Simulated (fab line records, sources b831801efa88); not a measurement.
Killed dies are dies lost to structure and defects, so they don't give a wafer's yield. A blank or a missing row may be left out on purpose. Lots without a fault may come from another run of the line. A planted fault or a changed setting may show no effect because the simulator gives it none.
Chamber matching | flow sky130 | SKY_VIA2_ETCH_14 on rie_diel-01: 4 sister chambers
The step etches BARC in N2/H2, stops on SiO2, time 45.9 s, target depth 60 nm. 4 wafers are shown with their chamber, then 8 later ones without.

WAFERS WITH THEIR CHAMBER
wafer  | chamber | oes_product_au (a.u.)
L083.1 | 1       | 0.854
L083.2 | 0       | 0.847
L083.3 | 3       | 0.849
L084.4 | 2       | 0.851

WAFERS WITHOUT THEIR CHAMBER
wafer  | oes_product_au (a.u.)
L084.5 | 0.835
L084.6 | 0.844
L087.3 | 0.852
L087.5 | 0.843
L087.6 | 0.844
L094.4 | 0.843
L094.5 | 0.856
L094.6 | 0.852

WHICH CHAMBER EACH WENT THROUGH
wafer  | from the rows above               | in truth
L084.5 | can't be placed: 0 or 3 or 2 or 1 | 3
L084.6 | can't be placed: 0 or 3 or 2 or 1 | 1
L087.3 | can't be placed: 2 or 1 or 3 or 0 | 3
L087.5 | can't be placed: 0 or 3 or 2 or 1 | 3
L087.6 | can't be placed: 0 or 3 or 2 or 1 | 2
L094.4 | can't be placed: 0 or 3 or 2 or 1 | 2
L094.5 | can't be placed: 1 or 2 or 3 or 0 | 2
L094.6 | can't be placed: 2 or 1 or 3 or 0 | 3
Placed correctly: 0 of 8. Can't be placed from these rows: 8 (the true chamber is among the candidates in 8). Placed wrongly: 0.
How it was worked out, from the rows above alone: a wafer's distance from a chamber is the root of the sum, over the readings, of the square of ((its reading less the chamber's mean) divided by the reading's scatter). The wafer belongs to the nearest chamber; if the next one is less than 2 further off, it can't be placed. A chamber's mean is the mean of its shown wafers. The scatter: with one shown wafer a chamber, the root of the mean of the squares of how far each hidden wafer lies from its nearest shown one.
